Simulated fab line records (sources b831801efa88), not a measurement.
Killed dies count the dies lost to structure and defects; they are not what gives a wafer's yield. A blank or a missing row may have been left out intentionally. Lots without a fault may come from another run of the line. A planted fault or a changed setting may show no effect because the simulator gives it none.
Which of the tools did it? || flow sky130 || 10 lots with 28 wafers sampled at 4 steps, on a route of 708 steps

WHAT EACH GAUGE READ, for each wafer
SKY_LI_CONTACT_RS_MEAS_22: measurement is done with a four-point probe.
{"lot": "L326", "measured": "day 29 20:38", "on": "film-metro-02", "LI_CONTACT_W_RS (ohm/sq)": "0.280 0.281 0.281"}
{"lot": "L328", "measured": "day 30 23:22", "on": "film-metro-02", "LI_CONTACT_W_RS (ohm/sq)": "0.285 0.288 0.286"}
{"lot": "L331", "measured": "day 32 08:40", "on": "film-metro-03", "LI_CONTACT_W_RS (ohm/sq)": "0.278 0.256 0.280"}
{"lot": "L333", "measured": "day 33 02:23", "on": "film-metro-02", "LI_CONTACT_W_RS (ohm/sq)": 0.253}
{"lot": "L335", "measured": "day 33 07:23", "on": "film-metro-03", "LI_CONTACT_W_RS (ohm/sq)": "0.285 0.285 0.293"}
{"lot": "L338", "measured": "day 33 20:05", "on": "film-metro-03", "LI_CONTACT_W_RS (ohm/sq)": "0.286 0.284 0.283"}
{"lot": "L340", "measured": "day 34 13:26", "on": "film-metro-04", "LI_CONTACT_W_RS (ohm/sq)": "0.283 0.287 0.286"}
{"lot": "L344", "measured": "day 35 12:07", "on": "film-metro-03", "LI_CONTACT_W_RS (ohm/sq)": "0.286 0.286 0.286"}
{"lot": "L345", "measured": "day 35 16:44", "on": "film-metro-03", "LI_CONTACT_W_RS (ohm/sq)": "0.281 0.289 0.286"}
{"lot": "L348", "measured": "day 36 16:44", "on": "film-metro-04", "LI_CONTACT_W_RS (ohm/sq)": "0.284 0.286 0.286"}

EACH LOT AND THE TOOL THAT RAN IT (in order: tool; ch and the chambers of the sampled wafers; start)
{"lot": "L326", "SKY_LI_CONTACT_ETCH_15": "rie-diel-03 ch 0,1, day 29 19:59", "SKY_LI_CONTACT_STRIP_16": "plasma-asher-03 ch 0,1, day 29 20:04", "SKY_LI_CONTACT_CVD_21": "cvd-w-01 ch 1, day 29 20:31"}
{"lot": "L328", "SKY_LI_CONTACT_ETCH_15": "rie-diel-01 ch 0,3, day 30 22:44", "SKY_LI_CONTACT_STRIP_16": "plasma-asher-01 ch 0,1, day 30 22:49", "SKY_LI_CONTACT_CVD_21": "cvd-w-01 ch 0,1, day 30 23:15"}
{"lot": "L331", "SKY_LI_CONTACT_ETCH_15": "rie-diel-03 ch 0,1,3, day 32 08:02", "SKY_LI_CONTACT_STRIP_16": "plasma-asher-04 ch 0,1, day 32 08:07", "SKY_LI_CONTACT_CVD_21": "cvd-w-01 ch 0,1, day 32 08:33"}
{"lot": "L333", "SKY_LI_CONTACT_ETCH_15": "rie-diel-02 ch 2, day 33 01:38", "SKY_LI_CONTACT_STRIP_16": "plasma-asher-01 ch 0, day 33 01:44", "SKY_LI_CONTACT_CVD_21": "cvd-w-01 ch 1, day 33 02:14"}
{"lot": "L335", "SKY_LI_CONTACT_ETCH_15": "rie-diel-02 ch 0,1,2, day 33 06:43", "SKY_LI_CONTACT_STRIP_16": "plasma-asher-04 ch 0,1, day 33 06:48", "SKY_LI_CONTACT_CVD_21": "cvd-w-02 ch 0,1, day 33 07:14"}
{"lot": "L338", "SKY_LI_CONTACT_ETCH_15": "rie-diel-02 ch 2,3, day 33 19:25", "SKY_LI_CONTACT_STRIP_16": "plasma-asher-04 ch 0, day 33 19:30", "SKY_LI_CONTACT_CVD_21": "cvd-w-02 ch 0,1, day 33 19:56"}
{"lot": "L340", "SKY_LI_CONTACT_ETCH_15": "rie-diel-01 ch 0,1,3, day 34 12:48", "SKY_LI_CONTACT_STRIP_16": "plasma-asher-03 ch 0,1, day 34 12:53", "SKY_LI_CONTACT_CVD_21": "cvd-w-02 ch 0,1, day 34 13:19"}
{"lot": "L344", "SKY_LI_CONTACT_ETCH_15": "rie-diel-02 ch 1,2, day 35 11:29", "SKY_LI_CONTACT_STRIP_16": "plasma-asher-03 ch 0,1, day 35 11:34", "SKY_LI_CONTACT_CVD_21": "cvd-w-01 ch 0,1, day 35 12:00"}
{"lot": "L345", "SKY_LI_CONTACT_ETCH_15": "rie-diel-01 ch 1,2, day 35 16:05", "SKY_LI_CONTACT_STRIP_16": "plasma-asher-01 ch 0,1, day 35 16:10", "SKY_LI_CONTACT_CVD_21": "cvd-w-01 ch 0,1, day 35 16:37"}
{"lot": "L348", "SKY_LI_CONTACT_ETCH_15": "rie-diel-01 ch 0,1,2, day 36 15:53", "SKY_LI_CONTACT_STRIP_16": "plasma-asher-04 ch 0,1, day 36 16:00", "SKY_LI_CONTACT_CVD_21": "cvd-w-01 ch 1, day 36 16:32"}
- SKY_LI_CONTACT_ETCH_15: etches PSG in C4F8/O2/Ar, stops on Si, target depth 600 nm.
- SKY_LI_CONTACT_STRIP_16: strips in O2/N2.
- SKY_LI_CONTACT_CVD_21: deposits W, target thk 400 nm, time 120.56 s.

THE ANSWER, worked out from the rows above alone
Rule: the lots themselves supply what counts as usual. The widest of any qualifying gaps counts: lots, ordered by their means at a reading, are off when they make up no more than a third of the lots, leave a main group of 4 or more, and stand apart from it by 3 or more times the standard deviation of that group's means. A main group whose means are all the same, to the digits that the tables above print for the reading, isn't used. A lot without any number at a reading at which 4 lots or more have one is off too. Where the step has rows for the other lots, those lots are counted as sound.
Off: at SKY_LI_CONTACT_RS_MEAS_22 (LI_CONTACT_W_RS), L331, L333. Main group: mean 0.285 ohm/sq, sd 0.0019.
If a tool, at a process step before that reading, ran all the lots that are off and no sound lot after the first of them, it fits. Gauges at SKY_LI_CONTACT_RS_MEAS_22: tried the same way as those tools. Not one of the candidates tried fits.

WHAT HAD BEEN PUT IN BY THE SIMULATOR
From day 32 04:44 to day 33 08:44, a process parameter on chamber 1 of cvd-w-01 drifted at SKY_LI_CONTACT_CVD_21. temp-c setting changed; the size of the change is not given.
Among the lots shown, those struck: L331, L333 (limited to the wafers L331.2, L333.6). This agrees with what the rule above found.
